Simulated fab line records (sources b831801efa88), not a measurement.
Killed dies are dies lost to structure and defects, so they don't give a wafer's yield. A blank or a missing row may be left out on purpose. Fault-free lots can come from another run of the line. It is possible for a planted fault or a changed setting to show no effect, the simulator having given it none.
fab line records | flow sky130
record: lots: 5 wafers: 15 last_day: 50
route steps=708 shown VIA2@509 METAL3@532 CAPM@537
lots that met no fault: from a run of the same line without faults
start_h: hours from the record's first day to the start of the lot's first wafer shown | wait_h: how many hours have passed since the lot's step before this one | " the same as in the row above | L1.1+2: several wafers, shown together as one row | - no value, or no start given | * or withheld: withheld | < > ~ a bound
route shown NAME@n: names a module that has steps shown in the file, with the first one's number in the route | usual: average and standard deviation across the fault-free wafers | same: alike in all rows | chamber/n: place in a boat | sites: the reading at each site | _std_site: how widely they spread, as a standard deviation | _edge_site: the outer-site mean with the inner-site mean subtracted | radius_mm: how far each site lies from the wafer's centre | mask NAME#n: copy n | behind: tool/chamber where the wafer was last shaped | hold: why the lot was held/for how many hours/how that ended | device: which transistor (n, p or np) failed to switch | end of line: tests run on the same wafers once the route is complete | a step without rows: its recipe alone | killed: dies that structure and defects cost at the first sort, which is not the same as the wafer's yield | map: dies across one wafer; x = killed, . = not, _ = none there
set.NAME: setting as actually run; set.NAME@STEP: the setting as run at that earlier step | model.NAME: the simulator's own value behind a step, which no gauge read
lots at some steps of the route; a table a step, a row a wafer
services: the hour from which a tool's chamber was out of use, counted from the record's first day as start_h (under 0 if before that day), plus the number of hours and why
== steps ==
step: SKY_VIA2_CMP_02
recipe: material: SiO2 down_force_psi: 4 platen_rpm: 60 pad_velocity_m_s: 0.94248
step: SKY_VIA2_BOW_MEAS_03
recipe: mode: bow
usual: VIA2_BOW: 85/8.2
columns lot.wafer tool chamber start_h wait_h VIA2_BOW[um]
L281.4 film_metro-04 - 845.52 0.3 82
L281.5 " - " " 78
L281.6 " - " " 79
L282.2 film_metro-04 - 849.69 0.1 93
L282.5 " - " " 88
L282.6 " - " " 83
L296.2 film_metro-02 - 955.47 0.3 84
L296.4 " - " " 83
L296.5 " - " " 86
L297.3 film_metro-02 - 958.13 0.3 91
L297.4 " - " " 85
L297.5 " - " " 92
L298.2 film_metro-01 - 970.33 0.2 74
L298.4 " - " " 86
L298.5 " - " " 83
step: SKY_VIA2_DEHYDRATE_04
recipe: temp_c: 200 time_s: 60
step: SKY_VIA2_HMDS_05
recipe: prime_time_s: 60 prime_temp_c: 120
step: SKY_VIA2_COAT_06
recipe: resist: BARC temp_c: withheld time_s: withheld spin_rpm: 3000 resist_thk_nm: 60
step: SKY_VIA2_COAT_07
recipe: resist: KrF-thick spin_rpm: 3000 resist_thk_nm: 450
step: SKY_VIA2_SOFTBAKE_08
recipe: temp_c: 100 time_s: 90 resist: KrF-thick
step: SKY_VIA2_EXPOSE_09
recipe: mask_id: VIM2 na: 0.8 source_shape: annular sigma_inner: 0.55 sigma_outer: 0.85 target_cd_nm: 200 dose_mj: 38
step: SKY_VIA2_PEB_10
recipe: peb_temp_c: withheld peb_time_s: withheld resist: KrF-thick
step: SKY_VIA2_DEVELOP_11
recipe: develop_time_s: 60 resist: KrF-thick dev_temp_c: 21
step: SKY_VIA2_CD_MEAS_12
recipe: target_cd_nm: 200
usual: cd_nm: 200.0/1.4
columns lot.wafer tool chamber start_h wait_h cd_nm
L281.4 cd_sem-01 - 871.80 - 199.7
L281.5 " - " " 198.7
L281.6 " - " " 199.9
L282.2 cd_sem-02 - 875.32 - 200.0
L282.5 " - " " 200.6
L282.6 " - " " 199.2
L296.2 cd_sem-02 - 979.00 - 201.9
L296.4 " - " " 200.5
L296.5 " - " " 202.8
L297.3 cd_sem-02 - 981.77 - 200.0
L297.4 " - " " 198.9
L297.5 " - " " 199.1
L298.2 cd_sem-02 - 994.11 - 200.0
L298.4 " - " " 199.7
L298.5 " - " " 198.0
step: SKY_VIA2_OVL_MEAS_13
usual: VIA2_OVL: -3/4.8
columns lot.wafer tool chamber start_h wait_h VIA2_OVL[nm]
L281.4 overlay-01 - 871.88 0.1 -5
L281.5 " - " " -5
L281.6 " - " " -9
L282.2 overlay-01 - 875.43 0.1 -3
L282.5 " - " " -11
L282.6 " - " " -3
L296.2 overlay-02 - 979.10 0.1 -10
L296.4 " - " " -1
L296.5 " - " " 2
L297.3 overlay-01 - 981.86 0.1 -11
L297.4 " - " " -10
L297.5 " - " " -2
L298.2 overlay-01 - 994.22 0.1 9
L298.4 " - " " 2
L298.5 " - " " 5
step: SKY_VIA2_ETCH_14
recipe: chemistry: N2/H2 target: BARC ion_energy_ev: 200 source_w: 500 bias_w: 100 pressure_mtorr: 30 n2_flow_sccm: 100 h2_flow_sccm: 200 stop_on: SiO2 time_s: 45.9 target_depth_a: 600
usual: drypump_motor_current_A: 5.5/0.53 oes_product_au: 0.855/0.0046 throttle_valve_pct: 13.224/0.0088
columns lot.wafer tool chamber start_h wait_h drypump_motor_current_A oes_product_au rf_hours_counter_h throttle_valve_pct model.KrF-thick_of_VIA2_COAT_07.thk_nm
L281.4 rie_diel-01 1 871.89 0.0 6.4 0.859 18 13.236 391.1
L281.5 " 2 " " 5.3 0.851 - 13.215 391.5
L281.6 " 1 " " 6.4 0.850 - 13.224 392
L282.2 rie_diel-02 1 875.46 0.0 6.3 0.854 9 13.213 392.6
L282.5 " 2 " " 5.3 0.860 - 13.203 390.2
L282.6 " 1 " " 6.3 0.860 - 13.225 391.6
L296.2 rie_diel-02 3 979.13 0.0 5.2 0.856 9 13.233 400.2
L296.4 " 0 " " 5.1 0.857 23 13.233 402.9
L296.5 " 2 " " 5.2 0.858 - 13.218 399.5
L297.3 rie_diel-04 1 981.88 0.0 5.3 0.856 15 13.215 393
L297.4 " 2 " " 5.5 0.849 4 13.227 394.4
L297.5 " 3 " " 4.8 0.852 - 13.219 392.7
L298.2 rie_diel-01 0 994.25 0.0 5.1 0.859 11 13.250 394.6
L298.4 " 1 " " 6.5 0.857 22 13.232 392.8
L298.5 " 0 " " 5.2 0.854 - 13.225 391.7
step: SKY_VIA2_ETCH_15
recipe: target: SiO2 chemistry: C4F8/O2/Ar target_depth_nm: 546 stop_on: TiN mask_material: KrF-thick source_w: 1500 bias_w: 1200 pressure_mtorr: 40 c4f8_flow_sccm: withheld O2_flow_sccm: 6 Ar_flow_sccm: 300 time_s: 84
usual: oes_product_au: 0.939/0.0049
columns lot.wafer tool chamber start_h wait_h oes_product_au rf_hours_counter_h model.KrF-thick_of_VIA2_COAT_07.thk_nm
L281.4 rie_diel-01 1 871.94 0.0 0.934 18 281.8
L281.5 " 2 " " 0.943 - 280.8
L281.6 " 1 " " 0.932 - 282.5
L282.2 rie_diel-02 1 875.50 0.0 0.945 9 283.9
L282.5 " 2 " " 0.938 - 277.2
L282.6 " 1 " " 0.942 - 282.7
L296.2 rie_diel-02 3 979.17 0.0 0.943 9 288.9
L296.4 " 0 " " 0.850 23 295.2
L296.5 " 2 " " 0.940 - 285.4
L297.3 rie_diel-04 1 981.92 0.0 0.931 15 284.2
L297.4 " 2 " " 0.943 4 284.9
L297.5 " 3 " " 0.936 - 280.3
L298.2 rie_diel-01 0 994.29 0.0 0.940 11 284.7
L298.4 " 1 " " 0.936 22 284.3
L298.5 " 0 " " 0.942 - 281.7
step: SKY_VIA2_STRIP_16
recipe: chemistry: O2/N2 power_w: 1400 pressure_mtorr: 1500 platen_temp_c: withheld o2_flow_sccm: 3000 n2_flow_sccm: 300 overash_fraction: 0.5
usual: drypump_motor_current_A: 6.0/0.54 oes_product_au: 0.398/0.005 strip_time_to_endpoint_s: 4.04/0.035
columns lot.wafer tool chamber start_h wait_h drypump_motor_current_A oes_product_au rf_hours_counter_h strip_time_to_endpoint_s
L281.4 plasma_asher-01 1 872.03 0.1 5.8 0.396 - 4.01
L281.5 " 0 " " 6.6 0.397 - 4.02
L281.6 " 1 " " 5.8 0.399 - 4.05
L282.2 plasma_asher-04 1 875.56 0.0 5.8 0.399 13 4.05
L282.5 " 1 " " 5.8 0.399 - 3.99
L282.6 " 0 " " 6.6 0.399 - 4.04
L296.2 plasma_asher-01 0 979.24 0.0 6.7 0.398 86 4.11
L296.4 " 1 " " 5.8 0.407 - 4.19
L296.5 " 1 " " 5.8 0.398 - 4.07
L297.3 plasma_asher-04 1 982.02 0.1 5.8 0.407 - 4.04
L297.4 " 0 " " 6.6 0.403 - 4.06
L297.5 " 1 " " 5.8 0.390 - 3.99
L298.2 plasma_asher-04 1 994.35 0.0 5.8 0.393 25 4.05
L298.4 " 1 " " 5.8 0.389 - 4.06
L298.5 " 1 " " 5.8 0.394 - 4.03
step: SKY_VIA2_STRIP_17
recipe: chemistry: post_etch_residue_remover time_s: 1200 temp_c: 72.5
step: SKY_VIA2_CLEAN_18
recipe: chemistry: IPA time_s: 180 temp_c: 25
step: SKY_VIA2_CLEAN_19
recipe: chemistry: O3/DIW dry: n2_spin
step: SKY_VIA2_SPUTTER_20
recipe: material: TiN target_thk_nm: 20 chamber_pressure_pa: 5 power_w: 4000 time_s: 80
usual: throttle_valve_pct: 29.9/0.91
columns lot.wafer tool chamber start_h wait_h throttle_valve_pct
L281.4 pvd_sputter-02 - 872.69 0.0 30.2
L281.5 " - " " 30.6
L281.6 " - " " 28.7
L282.2 pvd_sputter-04 - 876.28 0.0 31.2
L282.5 " - " " 31.2
L282.6 " - " " 30.0
L296.2 pvd_sputter-03 - 979.83 0.0 29.3
L296.4 " - " " 29.8
L296.5 " - " " 29.0
L297.3 pvd_sputter-04 - 982.58 0.0 29.9
L297.4 " - " " 31.3
L297.5 " - " " 30.2
L298.2 pvd_sputter-03 - 994.96 0.0 29.1
L298.4 " - " " 29.2
L298.5 " - " " 29.0
step: SKY_VIA2_CVD_21
recipe: material: W target_thk_nm: 420 time_s: 126.4 temp_c: 400 pressure_torr: 40
step: SKY_VIA2_RS_MEAS_22
recipe: thk_meas_gauge: four-point-probe reads: W_of_VIA2_CVD_21+TiN_of_VIA2_SPUTTER_20
usual: VIA2_W_RS: 0.2712/0.0027
columns lot.wafer tool chamber start_h wait_h VIA2_W_RS[ohm/sq]
L281.4 film_metro-02 - 872.95 0.1 0.2681
L281.5 " - " " 0.2732
L281.6 " - " " 0.2698
L282.2 film_metro-04 - 876.49 0.1 0.2704
L282.5 " - " " 0.2768
L282.6 " - " " 0.2727
L296.2 film_metro-02 - 980.04 0.1 0.2693
L296.4 " - " " 0.2690
L296.5 " - " " 0.2694
L297.3 film_metro-04 - 982.81 0.1 0.2686
L297.4 " - " " 0.2733
L297.5 " - " " 0.2739
L298.2 film_metro-01 - 995.17 0.1 0.2704
L298.4 " - " " 0.2735
L298.5 " - " " 0.2710
step: SKY_VIA2_THK_MEAS_23
recipe: thk_meas_gauge: xrf reads: W_of_VIA2_CVD_21
usual: VIA2_W_THK: 424/9.3
columns lot.wafer tool chamber start_h wait_h VIA2_W_THK[nm]
L281.4 film_metro-02 - 873.04 0.1 419
L281.5 " - " " 410
L281.6 " - " " 414
L282.2 film_metro-04 - 876.60 0.1 427
L282.5 " - " " 414
L282.6 " - " " 422
L296.2 film_metro-02 - 980.15 0.1 417
L296.4 " - " " 422
L296.5 " - " " 418
L297.3 film_metro-04 - 982.91 0.1 423
L297.4 " - " " 418
L297.5 " - " " 417
L298.2 film_metro-01 - 995.28 0.1 440
L298.4 " - " " 436
L298.5 " - " " 441
step: SKY_VIA2_CMP_24
recipe: stop_on: SiO2 t_overpolish_s: 20 down_force_psi: 3.5 platen_rpm: 60 target_thk_nm: 0 pad_velocity_m_s: 0.94248
step: SKY_METAL3_SPUTTER_00
recipe: material: Ti target_thk_nm: 15 power_w: 3000 time_s: 10 chamber_pressure_pa: 0.4
usual: throttle_valve_pct: 29.8/0.91
columns lot.wafer tool chamber start_h wait_h throttle_valve_pct
L281.4 pvd_sputter-03 - 873.37 0.2 28.9
L281.5 " - " " 29.2
L281.6 " - " " 29.2
L282.2 pvd_sputter-03 - 876.95 0.1 29.2
L282.5 " - " " 29.0
L282.6 " - " " 29.2
L296.2 pvd_sputter-02 - 980.50 0.1 28.4
L296.4 " - " " 31.7
L296.5 " - " " 28.5
L297.3 pvd_sputter-03 - 983.25 0.2 29.3
L297.4 " - " " 29.3
L297.5 " - " " 29.5
L298.2 pvd_sputter-02 - 995.63 0.2 30.4
L298.4 " - " " 30.3
L298.5 " - " " 28.7
step: SKY_METAL3_SPUTTER_01
recipe: material: TiN target_thk_nm: 20 power_w: 6500 time_s: 16.7 chamber_pressure_pa: 0.4
step: SKY_METAL3_SPUTTER_02
recipe: material: AlCu target_thk_nm: 735 power_w: 10600 time_s: 39.1 chamber_pressure_pa: 0.4
step: SKY_METAL3_SPUTTER_03
recipe: material: Ti target_thk_nm: 5 power_w: 3000 time_s: 3.3 chamber_pressure_pa: 0.4
step: SKY_METAL3_SPUTTER_04
recipe: material: TiN target_thk_nm: 70 power_w: 6500 time_s: 58.3 chamber_pressure_pa: 0.4
step: SKY_CAPM_CVD_00
recipe: material: SiO2 target_thk_nm: 15.5 temp_c: 400 time_s: withheld rf_w: 450
step: SKY_CAPM_THK_MEAS_01
recipe: reads: SiO2_of_CAPM_CVD_00
usual: CAPM_CVD_00_THK: 15.54/0.22
columns lot.wafer tool chamber start_h wait_h CAPM_CVD_00_THK[nm]
L281.4 film_metro-02 - 873.58 - 15.80
L281.5 " - " " 15.71
L281.6 " - " " 15.59
L282.2 film_metro-02 - 877.14 - 15.36
L282.5 " - " " 15.60
L282.6 " - " " 15.61
L296.2 film_metro-04 - 980.69 - 15.47
L296.4 " - " " 15.67
L296.5 " - " " 15.74
L297.3 film_metro-03 - 983.45 - 15.56
L297.4 " - " " 15.65
L297.5 " - " " 15.68
L298.2 film_metro-04 - 995.81 - 15.47
L298.4 " - " " 15.71
L298.5 " - " " 15.66
step: SKY_CAPM_SPUTTER_02
recipe: material: TiN target_thk_nm: 200 temp_c: 300 power_w: 6500 time_s: 166.7 chamber_pressure_pa: 0.4
usual: throttle_valve_pct: 30.1/0.8
columns lot.wafer tool chamber start_h wait_h throttle_valve_pct
L281.4 pvd_sputter-01 - 873.61 0.0 30.1
L281.5 " - " " 30.2
L281.6 " - " " 28.7
L282.2 pvd_sputter-04 - 877.19 0.0 31.3
L282.5 " - " " 29.6
L282.6 " - " " 30.1
L296.2 pvd_sputter-04 - 980.74 0.0 31.0
L296.4 " - " " 29.5
L296.5 " - " " 29.6
L297.3 pvd_sputter-01 - 983.49 0.0 30.4
L297.4 " - " " 30.6
L297.5 " - " " 28.7
L298.2 pvd_sputter-04 - 995.86 0.0 29.5
L298.4 " - " " 31.3
L298.5 " - " " 29.6
step: SKY_CAPM_RS_MEAS_03
recipe: thk_meas_gauge: four-point-probe reads: TiN_of_CAPM_SPUTTER_02
usual: CAPM_TIN_RS: 6.89/0.062
columns lot.wafer tool chamber start_h wait_h CAPM_TIN_RS[ohm/sq]
L281.4 film_metro-03 - 873.78 0.1 6.83
L281.5 " - " " 6.85
L281.6 " - " " 6.88
L282.2 film_metro-04 - 877.32 0.1 6.98
L282.5 " - " " 7.00
L282.6 " - " " 6.94
L296.2 film_metro-02 - 980.87 0.1 6.92
L296.4 " - " " 7.00
L296.5 " - " " 6.92
L297.3 film_metro-04 - 983.64 0.1 6.80
L297.4 " - " " 6.78
L297.5 " - " " 6.79
L298.2 film_metro-02 - 995.99 0.1 6.85
L298.4 " - " " 6.76
L298.5 " - " " 6.80
step: SKY_CAPM_THK_MEAS_04
recipe: thk_meas_gauge: xrf reads: TiN_of_CAPM_SPUTTER_02
usual: CAPM_TIN_THK: 203.6/2.1
columns lot.wafer tool chamber start_h wait_h CAPM_TIN_THK[nm]
L281.4 film_metro-03 - 873.87 0.1 204.8
L281.5 " - " " 204.8
L281.6 " - " " 205.2
L282.2 film_metro-04 - 877.43 0.1 199.9
L282.5 " - " " 198.9
L282.6 " - " " 200.5
L296.2 film_metro-02 - 980.98 0.1 202.5
L296.4 " - " " 200.2
L296.5 " - " " 201.4
L297.3 film_metro-04 - 983.74 0.1 206.9
L297.4 " - " " 207.7
L297.5 " - " " 206.7
L298.2 film_metro-02 - 996.10 0.1 203.8
L298.4 " - " " 206.3
L298.5 " - " " 204.9
step: SKY_CAPM_DEHYDRATE_05
recipe: temp_c: 200 time_s: 60
step: SKY_CAPM_HMDS_06
recipe: prime_time_s: 60 prime_temp_c: 120
step: SKY_CAPM_COAT_07
recipe: resist: NOVOLAK spin_rpm: 3000 resist_thk_nm: 1140
step: SKY_CAPM_SOFTBAKE_08
recipe: temp_c: 90 time_s: 60 resist: NOVOLAK
step: SKY_CAPM_EXPOSE_09
recipe: mask_id: CAPM na: 0.6 source_shape: conventional sigma_outer: 0.6 polarization: unpolarized target_cd_nm: 1000 dose_mj: 159
step: SKY_CAPM_PEB_10
recipe: temp_c: withheld time_s: * resist: NOVOLAK
step: SKY_CAPM_DEVELOP_11
recipe: resist: NOVOLAK developer: TMAH develop_time_s: 60 dev_temp_c: 23
step: SKY_CAPM_OVL_MEAS_12
usual: CAPM_OVL: 0.8/1.2
columns lot.wafer tool chamber start_h wait_h CAPM_OVL[nm]
L281.4 overlay-02 - 898.87 0.1 -0.3
L281.5 " - " " 0.9
L281.6 " - " " 0.6
L282.2 overlay-02 - 902.63 0.1 1.8
L282.5 " - " " 2.6
L282.6 " - " " 0.1
L296.2 overlay-01 - 1004.58 0.1 -0.7
L296.4 " - " " -1.1
L296.5 " - " " -0.5
L297.3 overlay-01 - 1007.17 0.1 -2.2
L297.4 " - " " -1.4
L297.5 " - " " -0.1
L298.2 overlay-01 - 1019.06 0.1 1.3
L298.4 " - " " 0.0
L298.5 " - " " 1.2
step: SKY_CAPM_METAL_ETCH_13
recipe: target_depth_nm: 220 stop_on: SiO2 chemistry: Cl2/BCl3 target: TiN pressure_mtorr: 10 icp_w: 900 bias_w: 48.5 Cl2_flow_sccm: 60 bcl3_flow_sccm: 30 time_s: 62.9
usual: drypump_motor_current_A: 5.3/0.49 oes_product_au: 0.942/0.0066 throttle_valve_pct: 21.901/0.011
columns lot.wafer tool chamber start_h wait_h drypump_motor_current_A oes_product_au rf_hours_counter_h throttle_valve_pct
L281.4 rie_metal-04 1 898.92 0.0 5.3 0.945 - 21.914
L281.5 " 0 " " 5.3 0.944 - 21.886
L281.6 " 1 " " 5.3 0.951 - 21.883
L282.2 rie_metal-01 1 902.66 0.0 4.8 0.927 0 21.911
L282.5 " 0 " " 5.3 0.935 - 21.899
L282.6 " 1 " " 4.8 0.928 - 21.889
L296.2 rie_metal-01 1 1004.61 0.0 4.8 0.937 5 21.882
L296.4 " 1 " " 4.8 0.934 - 21.903
L296.5 " 0 " " 5.4 0.942 - 21.919
L297.3 rie_metal-01 1 1007.22 0.0 4.8 0.947 - 21.908
L297.4 " 0 " " 5.3 0.942 - 21.907
L297.5 " 0 " " 5.3 0.950 - 21.901
L298.2 rie_metal-01 1 1019.09 0.0 4.8 0.948 6 21.892
L298.4 " 0 " " 5.3 0.953 - 21.909
L298.5 " 1 " " 4.8 0.941 - 21.897
== services ==
columns tool chamber start_h hours kind
pvd_sputter-01 - 850.02 2.4 repair
rie_metal-01 - 862.55 14.6 pm
pvd_sputter-02 0 875.04 - consumable_replace:kit
pvd_sputter-02 0 875.04 18.0 scheduled_down
pvd_sputter-02 0 875.04 18.0 vent_cycle
rie_metal-01 1 877.15 - clean
rie_metal-01 1 877.15 22.3 scheduled_down
rie_metal-01 1 877.15 22.3 vent_cycle
rie_diel-04 3 882.93 4.1 repair
rie_diel-02 - 919.46 1.7 repair
pvd_sputter-04 - 932.38 1.5 repair
rie_diel-02 1 934.92 3.7 repair
pvd_sputter-04 - 941.53 4.7 repair
rie_diel-01 0 943.39 15.2 repair
pvd_sputter-01 - 947.22 5.7 repair
rie_diel-04 3 982.85 1.9 repair
rie_diel-04 - 984.46 0.5 repair
rie_diel-02 - 991.60 0.7 repair
rie_diel-02 - 995.46 2.2 repair
pvd_sputter-02 3 995.78 - consumable_replace:kit
pvd_sputter-03 2 1011.84 - consumable_replace:kit
pvd_sputter-03 2 1011.84 18.0 scheduled_down
pvd_sputter-03 2 1011.84 18.0 vent_cycle
plasma_asher-01 - 1015.86 9.2 repair
== key ==
first_sign: step: SKY_VIA2_ETCH_15 reading: oes_product_au direction: down sigmas: 5.7 usual: 0.939 struck: 0.911 wafers_moved: 1
effect none on later readings
model_effect: step: SKY_VIA2_ETCH_14 value: KrF-thick_of_VIA2_COAT_07.thk_nm without: 392.4 struck: 400.9
model_effect: step: SKY_VIA2_ETCH_15 value: KrF-thick_of_VIA2_COAT_07.thk_nm without: 281.4 struck: 289.8
met_at SKY_VIA2_ETCH_14
struck_wafers L296.2,L296.4,L296.5
sort_left_out L296.2,L296.4,L296.5
onset_between 875.46 979.13
also_fits SKY_VIA2_ETCH_15:rie_diel-02,SKY_VIA2_STRIP_16:plasma_asher-01
fault: kind: process_parameter_drift tool: rie_diel-02 chamber: - onset_h: 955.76 steps: SKY_VIA2_ETCH_14 channel: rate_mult offset: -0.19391 shape: step end_h: 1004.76
sort_left_out: the simulated sort isn't trusted on such a fault, so these wafers' sort isn't shown, and their yield isn't known
